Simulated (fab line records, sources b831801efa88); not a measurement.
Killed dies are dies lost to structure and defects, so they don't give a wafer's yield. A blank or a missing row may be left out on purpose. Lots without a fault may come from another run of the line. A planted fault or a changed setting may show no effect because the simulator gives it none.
Which tool did it? | flow gf180mcu | 11 lots, 33 wafers sampled, at 6 steps of a route of 602

WHAT THE GAUGES READ, wafer by wafer
GF_V5_RS_MEAS_24: measures by four-point-probe.
lot  | measured     | on            | V5_W_RS (ohm/sq)
L386 | day 27 08:05 | film_metro-02 | 0.335 0.337 0.336
L389 | day 28 06:10 | film_metro-04 | 0.327 0.332 0.334
L390 | day 28 18:13 | film_metro-04 | 0.329 0.331 0.333
L392 | day 29 05:57 | film_metro-04 | 0.334 0.334 0.331
L393 | day 29 09:21 | film_metro-04 | 0.328 0.330 0.332
L400 | day 31 10:16 | film_metro-02 | 0.739 0.328 0.734
L401 | day 31 19:41 | film_metro-04 | 0.737 0.750 0.326
L404 | day 32 12:53 | film_metro-02 | 0.320 0.320 0.324
L405 | day 32 14:32 | film_metro-02 | 0.327 0.326 0.325
L406 | day 33 03:22 | film_metro-04 | 0.329 0.326 0.331
L409 | day 33 17:04 | film_metro-03 | 0.326 0.324 0.324

GF_V5_THK_MEAS_25: measures by xrf.
lot  | measured     | on            | V5_W_THK (nm)
L386 | day 27 08:12 | film_metro-02 | 322 318 321
L389 | day 28 06:17 | film_metro-04 | 336 334 331
L390 | day 28 18:20 | film_metro-04 | 335 337 330
L392 | day 29 06:02 | film_metro-04 | 326 327 330
L393 | day 29 09:28 | film_metro-04 | 334 332 329
L400 | day 31 10:23 | film_metro-02 | 149 324 151
L401 | day 31 19:48 | film_metro-04 | 152 149 334
L404 | day 32 13:01 | film_metro-02 | 338 338 333
L405 | day 32 14:40 | film_metro-02 | 329 332 333
L406 | day 33 03:28 | film_metro-04 | 334 338 335
L409 | day 33 17:11 | film_metro-03 | 347 346 347

WHICH TOOL RAN EACH LOT (tool, then ch and the chambers of the sampled wafers, then the start)
lot  | GF_V3_SPUTTER_22             | GF_V4_ETCH_16                      | GF_V5_ETCH_17                                 | GF_V5_CVD_23
L386 | pvd_sputter-02, day 22 14:04 | rie_diel-04 ch 1,3, day 24 13:04   | rie_diel-01 ch 1,2,3, day 27 07:58 or earlier | cvd_w-01 ch 0,1, day 27 07:58
L389 | pvd_sputter-04, day 23 13:33 | rie_diel-02 ch 2,3, day 25 11:02   | rie_diel-04 ch 1,2, day 28 06:03 or earlier   | cvd_w-01 ch 0,1, day 28 06:03
L390 | pvd_sputter-01, day 24 03:30 | rie_diel-04 ch 1,2,3, day 26 01:00 | rie_diel-04 ch 0,1,2, day 28 18:07 or earlier | cvd_w-02 ch 0, day 28 18:07
L392 | pvd_sputter-02, day 24 16:39 | rie_diel-04 ch 1,2,3, day 26 13:14 | rie_diel-02 ch 0,1,2, day 29 05:49 or earlier | cvd_w-01 ch 0,1, day 29 05:49
L393 | pvd_sputter-01, day 24 19:13 | rie_diel-03 ch 1,2,3, day 26 15:54 | rie_diel-02 ch 0,1,2, day 29 09:13 or earlier | cvd_w-02 ch 0,1, day 29 09:13
L400 | pvd_sputter-02, day 27 02:57 | rie_diel-04 ch 0,2,3, day 28 21:55 | rie_diel-04 ch 1,2,3, day 31 10:09 or earlier | cvd_w-01 ch 0,1, day 31 10:09
L401 | pvd_sputter-04, day 27 15:22 | rie_diel-02 ch 0,1,2, day 29 09:03 | rie_diel-01 ch 0,2,3, day 31 19:34 or earlier | cvd_w-01 ch 0,1, day 31 19:34
L404 | pvd_sputter-02, day 28 11:27 | rie_diel-02 ch 0,1, day 30 04:27   | rie_diel-01 ch 0,3, day 32 12:47 or earlier   | cvd_w-02 ch 0,1, day 32 12:47
L405 | pvd_sputter-02, day 28 14:26 | rie_diel-03 ch 0,1,2, day 30 07:15 | rie_diel-02 ch 2,3, day 32 14:26 or earlier   | cvd_w-02 ch 0,1, day 32 14:26
L406 | pvd_sputter-01, day 29 03:03 | rie_diel-02 ch 0,2,3, day 30 19:25 | rie_diel-01 ch 0,1,3, day 33 03:16 or earlier | cvd_w-02 ch 0,1, day 33 03:16
L409 | pvd_sputter-04, day 29 22:11 | rie_diel-02 ch 1,2,3, day 31 11:51 | rie_diel-01 ch 0,1,3, day 33 16:57 or earlier | cvd_w-02 ch 0,1, day 33 16:57
- GF_V3_SPUTTER_22: material TiN, target thk 10 nm, time 40 s.
- GF_V4_ETCH_16: etches BARC in N2/H2.
- GF_V5_ETCH_17: etches SiO2 in C4F8/O2/Ar, stops on TiN, target depth 855 nm.
- GF_V5_CVD_23: deposits W, target thk 350 nm, time 104.9 s.

WHAT THE TOOLS THEMSELVES READ (means of the sampled wafers that have a number; where no wafer has one, the mark that the record gives instead)
GF_V3_SPUTTER_22.
lot  | tool           | throttle_valve_pct (%)
L386 | pvd_sputter-02 | 31.0
L389 | pvd_sputter-04 | 29.9
L390 | pvd_sputter-01 | 29.7
L392 | pvd_sputter-02 | 30.5
L393 | pvd_sputter-01 | 30.0
L400 | pvd_sputter-02 | 31.3
L401 | pvd_sputter-04 | 29.5
L404 | pvd_sputter-02 | 30.6
L405 | pvd_sputter-02 | 31.3
L406 | pvd_sputter-01 | 29.5
L409 | pvd_sputter-04 | 29.3

GF_V4_ETCH_16.
lot  | tool        | drypump_motor_current_A (A) | oes_product_au (a.u.) | throttle_valve_pct (%)
L386 | rie_diel-04 | 6.3                         | 0.856                 | 13.227
L389 | rie_diel-02 | 6.4                         | 0.856                 | 13.221
L390 | rie_diel-04 | 6.3                         | 0.855                 | 13.215
L392 | rie_diel-04 | 6.3                         | 0.853                 | 13.225
L393 | rie_diel-03 | 5.7                         | 0.856                 | 13.224
L400 | rie_diel-04 | 6.4                         | 0.847                 | 13.223
L401 | rie_diel-02 | 6.0                         | 0.851                 | 13.229
L404 | rie_diel-02 | 5.8                         | 0.853                 | 13.226
L405 | rie_diel-03 | 5.9                         | 0.856                 | 13.231
L406 | rie_diel-02 | 6.1                         | 0.855                 | 13.229
L409 | rie_diel-02 | 6.0                         | 0.855                 | 13.235

GF_V5_ETCH_17.
lot  | tool        | oes_product_au (a.u.)
L386 | rie_diel-01 | 0.860
L389 | rie_diel-04 | 0.862
L390 | rie_diel-04 | 0.856
L392 | rie_diel-02 | 0.862
L393 | rie_diel-02 | 0.861
L400 | rie_diel-04 | 0.860
L401 | rie_diel-01 | 0.857
L404 | rie_diel-01 | 0.860
L405 | rie_diel-02 | 0.858
L406 | rie_diel-01 | 0.861
L409 | rie_diel-01 | 0.863

GF_V5_CVD_23.
lot  | tool     | heater_power_w (W)
L386 | cvd_w-01 | 804
L389 | cvd_w-01 | 818
L390 | cvd_w-02 | 899
L392 | cvd_w-01 | 806
L393 | cvd_w-02 | 879
L400 | cvd_w-01 | 904
L401 | cvd_w-01 | 902
L404 | cvd_w-02 | 880
L405 | cvd_w-02 | 858
L406 | cvd_w-02 | 895
L409 | cvd_w-02 | 892

THE ANSWER, worked out from the rows above alone
Rule: what is usual is taken from the lots themselves. Put in order of their means at a reading, lots are off if they are a third of the lots or fewer, leave a main group of 4 or more, and stand apart from it by a gap of 3 or more times the standard deviation of the main group's means; of several such gaps the widest counts. A main group whose means are all the same, to the digits that the tables above print for the reading, isn't used. A lot without any number at a reading at which 4 lots or more have one is off too. The other lots that the step has rows for count as sound. The gauges are gone through in route order, then the tools' own readings, and for those a lot's mean is taken as printed above. The first step at which some lot is off is used, and at that step the reading that is off furthest; a lot without a number counts as furthest.
Off: L400, L401, at GF_V5_RS_MEAS_24 (V5_W_RS). The main group: mean 0.329 ohm/sq, standard deviation 0.0042.
A tool fits if, at a process step before that reading, it ran every lot that is off, and no sound lot after the first of them. The gauges at GF_V5_RS_MEAS_24 are tried like those tools. GF_V5_ETCH_17 gives no start for some lots, so the hours and the order of its lots are those of GF_V5_CVD_23. One fits: cvd_w-01 at GF_V5_CVD_23. Its last sound lot is L392 (day 29 05:49), its first lot that is off L400 (day 31 10:09): a fault that began between those two fits.

WHAT THE SIMULATOR HAD PUT IN
Process parameter drift: cvd_w-01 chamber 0, from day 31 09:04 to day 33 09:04, at GF_V5_CVD_23. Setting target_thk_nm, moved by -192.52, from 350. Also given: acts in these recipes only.
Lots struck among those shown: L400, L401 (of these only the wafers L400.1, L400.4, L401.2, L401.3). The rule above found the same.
